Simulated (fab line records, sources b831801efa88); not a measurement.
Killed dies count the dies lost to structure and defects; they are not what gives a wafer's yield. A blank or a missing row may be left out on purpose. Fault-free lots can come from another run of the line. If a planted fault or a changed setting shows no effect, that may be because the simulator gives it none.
What tool caused it?	flow sky130	14 lots with 42 wafers sampled at 2 steps, on a route of 708 steps

WHAT EACH GAUGE READ, for each wafer
The record holds no reading of a measuring or inspecting step that can be judged against a usual standard deviation.

WHICH TOOL RAN EACH LOT (tool, then ch and the chambers of the sampled wafers, then the start)
lot	SKY_METAL4_STRIP_19	SKY_PAD_OPEN_PROBE_99
L728	plasmaAsher-04 ch 0, day 41 09:23	-
L729	plasmaAsher-03 ch 0,1, day 41 23:13	-
L732	plasmaAsher-01 ch 0, day 43 00:23	-
L731	plasmaAsher-01 ch 0, day 43 01:43	-
L734	plasmaAsher-04 ch 0,1, day 43 16:34	-
L735	plasmaAsher-04 ch 0,1, day 43 20:19	-
L736	plasmaAsher-01 ch 0,1, day 44 01:40	-
L737	plasmaAsher-03 ch 0,1, day 44 07:43	-
L738	plasmaAsher-01 ch 0,1, day 44 17:28	-
L746	plasmaAsher-03 ch 0,1, day 46 08:25	-
L748	plasmaAsher-03 ch 0,1, day 47 04:37	-
L749	plasmaAsher-04 ch 0,1, day 47 14:38	prober-02, day 50 18:07
L750	plasmaAsher-04 ch 0,1, day 47 21:05	-
L751	plasmaAsher-04 ch 0,1, day 48 03:44	-
- SKY_METAL4_STRIP_19: strips in O2/N2.
- SKY_PAD_OPEN_PROBE_99

WHAT THE TOOLS THEMSELVES READ (means of the sampled wafers that have a number; where no wafer has one, the mark that the record gives instead)
SKY_METAL4_STRIP_19.
lot	tool	drypumpMotorCurrentA (A)	oesProductAu (a.u.)	stripTimeToEndpointS (s)
L728	plasmaAsher-04	6.6	0.508	6.64
L729	plasmaAsher-03	6.1	0.498	6.42
L732	plasmaAsher-01	4.9	0.503	6.51
L731	plasmaAsher-01	4.9	0.498	6.54
L734	plasmaAsher-04	6.1	0.497	6.51
L735	plasmaAsher-04	6.1	0.496	6.40
L736	plasmaAsher-01	5.4	0.498	6.40
L737	plasmaAsher-03	6.1	0.501	6.48
L738	plasmaAsher-01	5.4	0.507	6.58
L746	plasmaAsher-03	5.9	0.505	6.58
L748	plasmaAsher-03	5.9	0.505	6.65
L749	plasmaAsher-04	6.3	0.506	6.62
L750	plasmaAsher-04	6.3	0.499	6.54
L751	plasmaAsher-04	6.1	0.504	6.53

SKY_PAD_OPEN_PROBE_99.
lot	tool	defectLimitedYield (%)	killed_at_M0_to_M3	killed_at_M4_up	killedAtContacts	killedAtFrontEnd	killedAtOther	killedDies	killedOpen	killedShort	sort_bin_3_pad_short (%)	sort_bin_5_function (%)	sort_bin_6_memory (%)	sortNPass	sortYieldPct (%)
L749	prober-02	82.7	41	1.5	22	20	0.0	85	44	40	0.5	10.4	6.4	407	82.7

THE ANSWER, worked out from the rows above alone
Rule: usual is defined by the lots themselves. The widest of any qualifying gaps counts: lots, ordered by their means at a reading, are off when they make up no more than a third of the lots, leave a main group of 4 or more, and stand apart from it by 3 or more times the standard deviation of that group's means. A main group whose means are all the same, to the digits that the tables above print for the reading, isn't used. A lot without any number at a reading at which 4 lots or more have one is off too. Where the step has rows for the other lots, those lots are counted as sound. Order of review: gauges by route order, followed by the tools' own readings, for which a lot's mean as printed above is used. The first step at which some lot is off is used, and at that step the reading that is off furthest; a lot without a number counts as furthest.
No lot is off at any reading shown: from this, nothing can be told.

WHAT THE SIMULATOR HAD INSERTED
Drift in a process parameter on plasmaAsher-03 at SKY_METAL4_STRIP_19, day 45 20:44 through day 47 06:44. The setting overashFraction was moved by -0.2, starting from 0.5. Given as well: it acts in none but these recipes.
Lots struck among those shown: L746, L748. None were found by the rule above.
